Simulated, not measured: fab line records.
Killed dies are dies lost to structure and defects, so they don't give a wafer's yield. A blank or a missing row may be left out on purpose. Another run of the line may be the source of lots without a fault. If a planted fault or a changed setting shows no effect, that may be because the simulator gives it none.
A sampling plan put to the test :: flow sky130 :: 48 faults told of in these records, all on one fab line, each judged by the records of the lots it struck
The plan consists of the line's own looks: route steps at which the wafer is read by a gauge or an inspection but not changed. Where struck wafers have a number at a look and the file lists that look's usual mean and standard deviation on fault-free wafers, the look can be judged. Caught: 4 or more of those standard deviations (sigma) separate the usual mean from the mean of the struck wafers at a look after the fault's first step. On the tool: the fault's steps, tested the same way using the tool's own readings. It also counts as caught if the struck wafers ran another recipe or if their record alone is blank.

== THE FAULTS, as the simulator had put them in ==
1. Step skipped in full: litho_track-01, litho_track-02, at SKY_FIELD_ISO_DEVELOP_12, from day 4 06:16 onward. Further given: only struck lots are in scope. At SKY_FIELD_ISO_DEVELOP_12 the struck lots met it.
2. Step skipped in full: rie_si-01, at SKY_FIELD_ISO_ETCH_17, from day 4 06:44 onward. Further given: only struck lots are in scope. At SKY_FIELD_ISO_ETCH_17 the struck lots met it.
3. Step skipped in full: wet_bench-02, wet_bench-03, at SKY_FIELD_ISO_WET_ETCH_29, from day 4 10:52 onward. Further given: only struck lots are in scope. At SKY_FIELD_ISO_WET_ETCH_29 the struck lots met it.
4. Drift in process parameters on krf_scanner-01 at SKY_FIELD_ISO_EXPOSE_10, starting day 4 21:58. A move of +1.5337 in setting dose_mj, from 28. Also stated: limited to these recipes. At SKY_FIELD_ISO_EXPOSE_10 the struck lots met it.
5. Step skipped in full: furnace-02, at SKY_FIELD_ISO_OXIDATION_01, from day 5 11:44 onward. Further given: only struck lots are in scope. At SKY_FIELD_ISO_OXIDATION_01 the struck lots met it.
6. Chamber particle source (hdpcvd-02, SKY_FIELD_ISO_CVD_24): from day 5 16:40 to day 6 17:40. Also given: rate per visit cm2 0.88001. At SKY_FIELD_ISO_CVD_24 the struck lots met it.
7. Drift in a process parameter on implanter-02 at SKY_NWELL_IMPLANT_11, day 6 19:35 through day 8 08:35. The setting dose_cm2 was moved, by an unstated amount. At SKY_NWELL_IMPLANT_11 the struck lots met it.
8. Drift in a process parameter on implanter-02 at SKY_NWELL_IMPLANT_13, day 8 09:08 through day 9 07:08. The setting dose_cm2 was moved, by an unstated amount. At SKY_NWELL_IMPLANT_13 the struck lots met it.
9. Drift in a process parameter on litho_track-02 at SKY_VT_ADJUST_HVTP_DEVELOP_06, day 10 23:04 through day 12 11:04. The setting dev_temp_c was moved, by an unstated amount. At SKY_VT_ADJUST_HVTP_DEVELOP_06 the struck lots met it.
10. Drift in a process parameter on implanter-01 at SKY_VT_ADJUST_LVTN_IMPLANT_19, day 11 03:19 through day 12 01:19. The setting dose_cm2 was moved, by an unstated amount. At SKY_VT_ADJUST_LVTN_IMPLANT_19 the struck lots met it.
11. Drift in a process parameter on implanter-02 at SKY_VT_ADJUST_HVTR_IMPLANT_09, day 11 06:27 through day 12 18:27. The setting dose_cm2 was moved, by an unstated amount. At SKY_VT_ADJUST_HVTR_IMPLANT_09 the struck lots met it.
12. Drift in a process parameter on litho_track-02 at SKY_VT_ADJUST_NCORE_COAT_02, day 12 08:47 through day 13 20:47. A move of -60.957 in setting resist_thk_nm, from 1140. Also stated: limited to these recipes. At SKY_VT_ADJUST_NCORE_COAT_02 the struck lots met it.
13. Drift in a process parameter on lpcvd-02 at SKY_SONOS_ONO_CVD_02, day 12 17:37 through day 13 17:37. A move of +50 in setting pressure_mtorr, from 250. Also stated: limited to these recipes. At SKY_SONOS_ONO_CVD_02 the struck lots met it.
14. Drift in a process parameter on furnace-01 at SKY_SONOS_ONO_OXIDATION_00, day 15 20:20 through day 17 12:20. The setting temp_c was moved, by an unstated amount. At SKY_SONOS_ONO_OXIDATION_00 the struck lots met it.
15. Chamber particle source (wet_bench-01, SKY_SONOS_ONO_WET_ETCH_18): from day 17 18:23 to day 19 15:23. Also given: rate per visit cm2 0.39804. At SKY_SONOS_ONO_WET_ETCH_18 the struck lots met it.
16. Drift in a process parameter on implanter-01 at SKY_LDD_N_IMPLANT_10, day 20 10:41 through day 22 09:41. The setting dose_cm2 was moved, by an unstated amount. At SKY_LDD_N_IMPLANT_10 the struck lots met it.
17. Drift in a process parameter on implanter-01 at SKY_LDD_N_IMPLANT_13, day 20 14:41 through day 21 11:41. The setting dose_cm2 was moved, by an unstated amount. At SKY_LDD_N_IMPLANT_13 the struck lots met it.
18. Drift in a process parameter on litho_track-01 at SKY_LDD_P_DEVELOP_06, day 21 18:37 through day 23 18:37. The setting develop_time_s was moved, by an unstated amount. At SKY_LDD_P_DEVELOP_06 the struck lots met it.
19. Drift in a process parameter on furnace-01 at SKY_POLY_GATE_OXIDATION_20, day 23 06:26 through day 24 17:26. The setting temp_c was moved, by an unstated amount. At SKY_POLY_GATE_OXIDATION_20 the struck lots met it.
20. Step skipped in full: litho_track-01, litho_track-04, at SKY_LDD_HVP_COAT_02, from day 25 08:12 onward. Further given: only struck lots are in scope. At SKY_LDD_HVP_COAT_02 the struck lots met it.
21. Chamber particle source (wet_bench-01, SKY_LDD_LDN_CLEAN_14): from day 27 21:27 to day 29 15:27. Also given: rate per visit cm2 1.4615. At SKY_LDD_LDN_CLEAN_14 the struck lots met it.
22. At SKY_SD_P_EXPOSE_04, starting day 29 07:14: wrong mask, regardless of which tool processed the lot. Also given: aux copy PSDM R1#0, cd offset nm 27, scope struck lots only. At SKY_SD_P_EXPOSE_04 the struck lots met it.
23. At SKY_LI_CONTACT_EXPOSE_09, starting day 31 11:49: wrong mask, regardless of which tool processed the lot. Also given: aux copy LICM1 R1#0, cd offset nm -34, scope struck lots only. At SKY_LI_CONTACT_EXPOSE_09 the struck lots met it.
24. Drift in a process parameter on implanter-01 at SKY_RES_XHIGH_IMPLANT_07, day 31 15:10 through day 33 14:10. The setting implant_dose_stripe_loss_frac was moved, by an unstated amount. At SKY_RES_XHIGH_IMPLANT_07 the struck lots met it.
25. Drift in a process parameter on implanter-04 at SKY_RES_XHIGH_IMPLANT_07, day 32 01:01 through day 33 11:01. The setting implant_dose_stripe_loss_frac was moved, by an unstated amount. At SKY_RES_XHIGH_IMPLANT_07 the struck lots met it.
26. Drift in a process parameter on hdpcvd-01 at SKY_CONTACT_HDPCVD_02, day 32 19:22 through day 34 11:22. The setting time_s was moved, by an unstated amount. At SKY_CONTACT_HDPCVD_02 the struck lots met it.
27. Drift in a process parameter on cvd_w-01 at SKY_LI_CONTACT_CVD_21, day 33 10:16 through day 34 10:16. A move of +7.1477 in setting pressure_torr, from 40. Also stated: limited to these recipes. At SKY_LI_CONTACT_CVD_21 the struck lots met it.
28. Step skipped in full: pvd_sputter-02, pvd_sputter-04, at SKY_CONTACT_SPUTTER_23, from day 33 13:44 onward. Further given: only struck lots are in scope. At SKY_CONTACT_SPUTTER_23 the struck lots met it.
29. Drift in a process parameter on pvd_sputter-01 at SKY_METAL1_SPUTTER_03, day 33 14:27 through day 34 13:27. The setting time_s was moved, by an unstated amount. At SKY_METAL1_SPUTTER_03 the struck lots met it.
30. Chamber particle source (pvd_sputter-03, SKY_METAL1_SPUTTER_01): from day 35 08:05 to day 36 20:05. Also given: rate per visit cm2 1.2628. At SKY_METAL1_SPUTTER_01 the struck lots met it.
31. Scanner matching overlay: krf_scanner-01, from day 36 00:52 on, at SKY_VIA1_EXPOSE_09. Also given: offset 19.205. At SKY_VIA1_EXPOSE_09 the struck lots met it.
32. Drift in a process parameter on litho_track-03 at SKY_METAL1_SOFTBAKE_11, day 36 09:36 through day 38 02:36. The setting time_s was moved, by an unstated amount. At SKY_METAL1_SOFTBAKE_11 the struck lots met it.
33. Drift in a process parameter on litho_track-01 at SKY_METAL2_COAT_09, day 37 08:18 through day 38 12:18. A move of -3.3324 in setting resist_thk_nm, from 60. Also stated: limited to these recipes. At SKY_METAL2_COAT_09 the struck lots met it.
34. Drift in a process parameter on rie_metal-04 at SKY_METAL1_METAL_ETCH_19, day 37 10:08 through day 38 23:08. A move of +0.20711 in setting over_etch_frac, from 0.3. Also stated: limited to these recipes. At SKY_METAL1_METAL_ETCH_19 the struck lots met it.
35. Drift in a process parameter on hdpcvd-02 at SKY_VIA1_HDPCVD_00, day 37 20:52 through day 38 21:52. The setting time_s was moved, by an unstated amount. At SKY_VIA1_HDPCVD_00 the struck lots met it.
36. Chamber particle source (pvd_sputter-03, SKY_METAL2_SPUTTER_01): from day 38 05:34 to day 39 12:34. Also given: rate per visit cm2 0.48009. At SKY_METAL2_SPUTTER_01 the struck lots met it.
37. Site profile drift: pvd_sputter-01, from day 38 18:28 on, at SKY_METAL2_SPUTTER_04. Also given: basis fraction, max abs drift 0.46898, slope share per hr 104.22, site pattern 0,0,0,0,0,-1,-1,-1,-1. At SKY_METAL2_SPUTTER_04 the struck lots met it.
38. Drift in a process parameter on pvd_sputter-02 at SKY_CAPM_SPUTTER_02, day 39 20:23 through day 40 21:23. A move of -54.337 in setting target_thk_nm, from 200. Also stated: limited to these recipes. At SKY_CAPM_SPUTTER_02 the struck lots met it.
39. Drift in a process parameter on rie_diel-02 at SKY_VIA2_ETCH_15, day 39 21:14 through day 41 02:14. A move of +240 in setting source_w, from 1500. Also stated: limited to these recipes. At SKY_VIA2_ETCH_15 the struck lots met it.
40. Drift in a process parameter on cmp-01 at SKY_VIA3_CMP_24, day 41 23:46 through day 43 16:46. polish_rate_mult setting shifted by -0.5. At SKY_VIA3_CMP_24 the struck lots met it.
41. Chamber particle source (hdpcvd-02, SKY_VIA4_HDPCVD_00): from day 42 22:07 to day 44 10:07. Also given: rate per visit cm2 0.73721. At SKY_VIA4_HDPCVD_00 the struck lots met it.
42. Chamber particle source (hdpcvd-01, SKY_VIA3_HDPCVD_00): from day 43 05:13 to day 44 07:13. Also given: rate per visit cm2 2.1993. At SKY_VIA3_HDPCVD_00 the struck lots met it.
43. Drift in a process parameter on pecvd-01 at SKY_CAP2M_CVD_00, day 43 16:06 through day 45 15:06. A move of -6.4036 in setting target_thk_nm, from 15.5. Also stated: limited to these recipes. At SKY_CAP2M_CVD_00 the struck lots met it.
44. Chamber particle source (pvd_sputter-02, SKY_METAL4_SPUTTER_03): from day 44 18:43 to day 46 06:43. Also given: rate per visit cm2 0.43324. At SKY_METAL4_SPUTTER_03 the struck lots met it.
45. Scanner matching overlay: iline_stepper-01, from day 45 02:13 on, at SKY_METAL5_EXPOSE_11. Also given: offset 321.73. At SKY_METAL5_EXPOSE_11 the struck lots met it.
46. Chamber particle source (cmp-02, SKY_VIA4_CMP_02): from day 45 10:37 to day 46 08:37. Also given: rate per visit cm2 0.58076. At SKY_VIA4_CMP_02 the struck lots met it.
47. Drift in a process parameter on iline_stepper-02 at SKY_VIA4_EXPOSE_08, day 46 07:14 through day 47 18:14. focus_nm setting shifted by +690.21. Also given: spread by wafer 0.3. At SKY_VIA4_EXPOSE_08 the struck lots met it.
48. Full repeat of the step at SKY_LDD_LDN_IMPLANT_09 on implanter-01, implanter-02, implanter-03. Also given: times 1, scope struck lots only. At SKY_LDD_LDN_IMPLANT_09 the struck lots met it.

== WHAT THE PLAN SAW ==
fault: 1
on the tool itself: no reading that can be judged
first look that catches it: no look after it can be judged
reading, sigma: -
median hours from its first step to that look: -
hours from the fault's start to the first struck lot there: -
judged looks passed uncaught: 0

fault: 2
on the tool itself: the tool's record is blank for the struck wafers
first look that catches it: no look after it can be judged
reading, sigma: -
median hours from its first step to that look: -
hours from the fault's start to the first struck lot there: -
judged looks passed uncaught: 0

fault: 3
on the tool itself: the tool's record is blank for the struck wafers
first look that catches it: no look after it can be judged
reading, sigma: -
median hours from its first step to that look: -
hours from the fault's start to the first struck lot there: -
judged looks passed uncaught: 0

fault: 4
on the tool itself: exposure_dose_mJ_cm2 +7.6 sigma
first look that catches it: SKY_FIELD_ISO_CD_MEAS_13
reading, sigma: cd_nm -6.2
median hours from its first step to that look: 9.0
hours from the fault's start to the first struck lot there: 15
judged looks passed uncaught: 0

fault: 5
on the tool itself: the tool's record is blank for the struck wafers
first look that catches it: no look after it can be judged
reading, sigma: -
median hours from its first step to that look: -
hours from the fault's start to the first struck lot there: -
judged looks passed uncaught: 0

fault: 6
on the tool itself: under 2 sigma
first look that catches it: no look after it can be judged
reading, sigma: -
median hours from its first step to that look: -
hours from the fault's start to the first struck lot there: -
judged looks passed uncaught: 0

fault: 7
on the tool itself: dose_ions_cm2 +61 sigma
first look that catches it: SKY_NWELL_TW_MEAS_15
reading, sigma: NWELL_TW +5.0
median hours from its first step to that look: 0.5
hours from the fault's start to the first struck lot there: 4
judged looks passed uncaught: 0

fault: 8
on the tool itself: dose_ions_cm2 -99 or beyond sigma
first look that catches it: not the one look that can be judged after it
reading, sigma: strongest: NWELL_RS at SKY_NWELL_RS_MEAS_29, +3.8
median hours from its first step to that look: -
hours from the fault's start to the first struck lot there: -
judged looks passed uncaught: 1

fault: 9
on the tool itself: developer_temp_C +20 sigma
first look that catches it: not the one look that can be judged after it
reading, sigma: strongest: cd_nm at SKY_VT_ADJUST_HVTP_CD_MEAS_07, -2.5
median hours from its first step to that look: -
hours from the fault's start to the first struck lot there: -
judged looks passed uncaught: 1

fault: 10
on the tool itself: dose_ions_cm2 -99 or beyond sigma
first look that catches it: SKY_VT_ADJUST_LVTN_TW_MEAS_21
reading, sigma: VT_ADJUST_LVTN_2_TW -17
median hours from its first step to that look: 0.2
hours from the fault's start to the first struck lot there: 2
judged looks passed uncaught: 0

fault: 11
on the tool itself: dose_ions_cm2 -99 or beyond sigma
first look that catches it: SKY_VT_ADJUST_HVTR_TW_MEAS_11
reading, sigma: VT_ADJUST_HVTR_TW -29
median hours from its first step to that look: 0.2
hours from the fault's start to the first struck lot there: 5
judged looks passed uncaught: 0

fault: 12
on the tool itself: no reading that can be judged
first look that catches it: not the one look that can be judged after it
reading, sigma: strongest: cd_nm at SKY_VT_ADJUST_NCORE_CD_MEAS_07, +3.2
median hours from its first step to that look: -
hours from the fault's start to the first struck lot there: -
judged looks passed uncaught: 1

fault: 13
on the tool itself: pressure_mtorr +99 or beyond sigma
first look that catches it: SKY_SONOS_ONO_THK_MEAS_03
reading, sigma: SONOS_ONO_CVD_02_THK +6.1
median hours from its first step to that look: 1.1
hours from the fault's start to the first struck lot there: 4
judged looks passed uncaught: 0

fault: 14
on the tool itself: tube_center_temp_C -99 or beyond sigma
first look that catches it: SKY_SONOS_ONO_THK_MEAS_01
reading, sigma: SONOS_ONO_OXIDATION_THK -12
median hours from its first step to that look: 1.4
hours from the fault's start to the first struck lot there: 5
judged looks passed uncaught: 0

fault: 15
on the tool itself: no reading that can be judged
first look that catches it: no look after it can be judged
reading, sigma: -
median hours from its first step to that look: -
hours from the fault's start to the first struck lot there: -
judged looks passed uncaught: 0

fault: 16
on the tool itself: dose_ions_cm2 -99 or beyond sigma
first look that catches it: no look after it can be judged
reading, sigma: -
median hours from its first step to that look: -
hours from the fault's start to the first struck lot there: -
judged looks passed uncaught: 0

fault: 17
on the tool itself: dose_ions_cm2 -99 or beyond sigma
first look that catches it: no look after it can be judged
reading, sigma: -
median hours from its first step to that look: -
hours from the fault's start to the first struck lot there: -
judged looks passed uncaught: 0

fault: 18
on the tool itself: under 2 sigma
first look that catches it: not the one look that can be judged after it
reading, sigma: strongest: cd_nm at SKY_LDD_P_CD_MEAS_07, -2.5
median hours from its first step to that look: -
hours from the fault's start to the first struck lot there: -
judged looks passed uncaught: 1

fault: 19
on the tool itself: tube_center_temp_C +99 or beyond sigma
first look that catches it: SKY_POLY_GATE_THK_MEAS_21
reading, sigma: POLY_GATE_OXIDATION_THK +24
median hours from its first step to that look: 1.3
hours from the fault's start to the first struck lot there: 6
judged looks passed uncaught: 0

fault: 20
on the tool itself: the tool's record is blank for the struck wafers
first look that catches it: no look after it can be judged
reading, sigma: -
median hours from its first step to that look: -
hours from the fault's start to the first struck lot there: -
judged looks passed uncaught: 0

fault: 21
on the tool itself: no reading that can be judged
first look that catches it: no look after it can be judged
reading, sigma: -
median hours from its first step to that look: -
hours from the fault's start to the first struck lot there: -
judged looks passed uncaught: 0

fault: 22
on the tool itself: no reading that can be judged
first look that catches it: SKY_SD_P_CD_MEAS_07
reading, sigma: cd_nm +11
median hours from its first step to that look: 13.3
hours from the fault's start to the first struck lot there: 17
judged looks passed uncaught: 0

fault: 23
on the tool itself: under 2 sigma
first look that catches it: SKY_LI_CONTACT_CD_MEAS_12
reading, sigma: cd_nm -15
median hours from its first step to that look: 13.6
hours from the fault's start to the first struck lot there: 18
judged looks passed uncaught: 0

fault: 24
on the tool itself: no reading that can be judged
first look that catches it: SKY_SD_N_RS_MEAS_18
reading, sigma: RES_XHIGH_RS +15
median hours from its first step to that look: 27.6
hours from the fault's start to the first struck lot there: 49
judged looks passed uncaught: 1

fault: 25
on the tool itself: under 2 sigma
first look that catches it: SKY_SD_N_RS_MEAS_18
reading, sigma: RES_XHIGH_RS +13
median hours from its first step to that look: 27.6
hours from the fault's start to the first struck lot there: 33
judged looks passed uncaught: 1

fault: 26
on the tool itself: run_length_s +15 sigma
first look that catches it: SKY_CONTACT_THK_MEAS_03
reading, sigma: CONTACT_HDPCVD_THK +7.5
median hours from its first step to that look: 0.1
hours from the fault's start to the first struck lot there: 1
judged looks passed uncaught: 0

fault: 27
on the tool itself: chamber_pressure_Torr +93 sigma
first look that catches it: SKY_LI_CONTACT_RS_MEAS_22
reading, sigma: LI_CONTACT_W_RS -9.3
median hours from its first step to that look: 0.1
hours from the fault's start to the first struck lot there: 3
judged looks passed uncaught: 0

fault: 28
on the tool itself: the tool's record is blank for the struck wafers
first look that catches it: no look after it can be judged
reading, sigma: -
median hours from its first step to that look: -
hours from the fault's start to the first struck lot there: -
judged looks passed uncaught: 0

fault: 29
on the tool itself: under 2 sigma
first look that catches it: no look after it can be judged
reading, sigma: -
median hours from its first step to that look: -
hours from the fault's start to the first struck lot there: -
judged looks passed uncaught: 0

fault: 30
on the tool itself: under 2 sigma
first look that catches it: no look after it can be judged
reading, sigma: -
median hours from its first step to that look: -
hours from the fault's start to the first struck lot there: -
judged looks passed uncaught: 0

fault: 31
on the tool itself: under 2 sigma
first look that catches it: not the one look that can be judged after it
reading, sigma: strongest: VIA1_OVL at SKY_VIA1_OVL_MEAS_13, +3.3
median hours from its first step to that look: -
hours from the fault's start to the first struck lot there: -
judged looks passed uncaught: 1

fault: 32
on the tool itself: run_length_s -20 sigma
first look that catches it: no look after it can be judged
reading, sigma: -
median hours from its first step to that look: -
hours from the fault's start to the first struck lot there: -
judged looks passed uncaught: 0

fault: 33
on the tool itself: no reading that can be judged
first look that catches it: no look after it can be judged
reading, sigma: -
median hours from its first step to that look: -
hours from the fault's start to the first struck lot there: -
judged looks passed uncaught: 0

fault: 34
on the tool itself: oes_product_au -10 sigma
first look that catches it: no look after it can be judged
reading, sigma: -
median hours from its first step to that look: -
hours from the fault's start to the first struck lot there: -
judged looks passed uncaught: 0

fault: 35
on the tool itself: run_length_s -24 sigma
first look that catches it: SKY_VIA1_THK_MEAS_01
reading, sigma: VIA1_HDPCVD_THK -6.2
median hours from its first step to that look: 0.1
hours from the fault's start to the first struck lot there: 5
judged looks passed uncaught: 0

fault: 36
on the tool itself: under 2 sigma
first look that catches it: no look after it can be judged
reading, sigma: -
median hours from its first step to that look: -
hours from the fault's start to the first struck lot there: -
judged looks passed uncaught: 0

fault: 37
on the tool itself: under 2 sigma
first look that catches it: not the one look that can be judged after it
reading, sigma: strongest: METAL2_ALCU_THK at SKY_METAL2_THK_MEAS_06, +3.6
median hours from its first step to that look: -
hours from the fault's start to the first struck lot there: -
judged looks passed uncaught: 1

fault: 38
on the tool itself: under 2 sigma
first look that catches it: SKY_CAPM_RS_MEAS_03
reading, sigma: CAPM_TIN_RS +30
median hours from its first step to that look: 0.1
hours from the fault's start to the first struck lot there: 6
judged looks passed uncaught: 0

fault: 39
on the tool itself: rf_fwd_power_W +46 sigma
first look that catches it: no look after it can be judged
reading, sigma: -
median hours from its first step to that look: -
hours from the fault's start to the first struck lot there: -
judged looks passed uncaught: 0

fault: 40
on the tool itself: overpolish_run_s -99 or beyond sigma
first look that catches it: no look after it can be judged
reading, sigma: -
median hours from its first step to that look: -
hours from the fault's start to the first struck lot there: -
judged looks passed uncaught: 0

fault: 41
on the tool itself: under 2 sigma
first look that catches it: no look after it can be judged
reading, sigma: -
median hours from its first step to that look: -
hours from the fault's start to the first struck lot there: -
judged looks passed uncaught: 0

fault: 42
on the tool itself: no reading that can be judged
first look that catches it: no look after it can be judged
reading, sigma: -
median hours from its first step to that look: -
hours from the fault's start to the first struck lot there: -
judged looks passed uncaught: 0

fault: 43
on the tool itself: under 2 sigma
first look that catches it: SKY_CAP2M_THK_MEAS_01
reading, sigma: CAP2M_CVD_00_THK -25
median hours from its first step to that look: 0.0
hours from the fault's start to the first struck lot there: 3
judged looks passed uncaught: 0

fault: 44
on the tool itself: under 2 sigma
first look that catches it: no look after it can be judged
reading, sigma: -
median hours from its first step to that look: -
hours from the fault's start to the first struck lot there: -
judged looks passed uncaught: 0

fault: 45
on the tool itself: no reading that can be judged
first look that catches it: no look after it can be judged
reading, sigma: -
median hours from its first step to that look: -
hours from the fault's start to the first struck lot there: -
judged looks passed uncaught: 0

fault: 46
on the tool itself: under 2 sigma
first look that catches it: no look after it can be judged
reading, sigma: -
median hours from its first step to that look: -
hours from the fault's start to the first struck lot there: -
judged looks passed uncaught: 0

fault: 47
on the tool itself: under 2 sigma
first look that catches it: not the one look that can be judged after it
reading, sigma: -
median hours from its first step to that look: -
hours from the fault's start to the first struck lot there: -
judged looks passed uncaught: 1

fault: 48
on the tool itself: no reading that can be judged
first look that catches it: SKY_LDD_LDN_TW_MEAS_13
reading, sigma: LDD_LDN_TW +8.8
median hours from its first step to that look: 1.1
hours from the fault's start to the first struck lot there: -
judged looks passed uncaught: 0
A dash: this means the fault isn't caught or the number doesn't appear in these records.

Caught at a look: 17 of 48. Caught on the tool: 23 of 48. By one or the other: 30 of 48.
On the tool alone, faults 2, 3, 5, 8, 9, 16, 17, 20, 28, 32, 34, 39, 40 were caught.
Caught at a look alone: faults 22, 23, 24, 25, 38, 43, 48.
Caught by neither: faults 1, 6, 12, 15, 18, 21, 29, 30, 31, 33, 36, 37, 41, 42, 44, 45, 46, 47.

== THINNER SAMPLING ==
Were the look that catches a fault to measure just every second or every third lot (counted by lot number), the first struck lot would, at worst, be measured this late:
fault: 4
struck lots at that look, in order of time: L972, L977
every lot: 15 h
every second lot: 39 h
every third lot: may miss all 2

fault: 7
struck lots at that look, in order of time: L772, L777
every lot: 4 h
every second lot: 36 h
every third lot: may miss all 2

fault: 10
struck lots at that look, in order of time: L461, L462
every lot: 2 h
every second lot: 8 h
every third lot: may miss all 2

fault: 11
struck lots at that look, in order of time: L410, L413, L414
every lot: 5 h
every second lot: 22 h
every third lot: may miss all 3

fault: 13
struck lots at that look, in order of time: L702, L703
every lot: 4 h
every second lot: 11 h
every third lot: may miss all 2

fault: 14
struck lots at that look, in order of time: L792, L793
every lot: 5 h
every second lot: 14 h
every third lot: may miss all 2

fault: 19
struck lots at that look, in order of time: L480, L482
every lot: 6 h
every second lot: may miss all 2
every third lot: may miss all 2

fault: 22
struck lots at that look, in order of time: L954
every lot: 17 h
every second lot: may miss it
every third lot: may miss it

fault: 23
struck lots at that look, in order of time: L969
every lot: 18 h
every second lot: may miss it
every third lot: may miss it

fault: 24
struck lots at that look, in order of time: L817, L819
every lot: 49 h
every second lot: may miss all 2
every third lot: may miss all 2

fault: 25
struck lots at that look, in order of time: L478
every lot: 33 h
every second lot: may miss it
every third lot: may miss it

fault: 26
struck lots at that look, in order of time: L434, L435, L437
every lot: 1 h
every second lot: 7 h
every third lot: may miss all 3

fault: 27
struck lots at that look, in order of time: L905, L907
every lot: 3 h
every second lot: may miss all 2
every third lot: may miss all 2

fault: 35
struck lots at that look, in order of time: L192, L193, L194
every lot: 5 h
every second lot: 12 h
every third lot: 21 h

fault: 38
struck lots at that look, in order of time: L197, L198, L200
every lot: 6 h
every second lot: 11 h
every third lot: may miss all 3

fault: 43
struck lots at that look, in order of time: L244, L248
every lot: 3 h
every second lot: may miss all 2
every third lot: may miss all 2
The hour figures run from when the fault began to the first measured lot among those it struck. The test against the limit of 4 sigma pooled every struck wafer, which means one lot taken alone may stay below that limit. Other struck lots may not be in these records.

== THE LONGEST TIMED WAY FROM STEP TO LOOK ==
For fault 25, SKY_RES_XHIGH_IMPLANT_07 and SKY_SD_N_RS_MEAS_18 are separated by a median of 27.6 hours. The look between them that can be judged stayed within 4 sigma: SKY_RES_XHIGH_TW_MEAS_09.
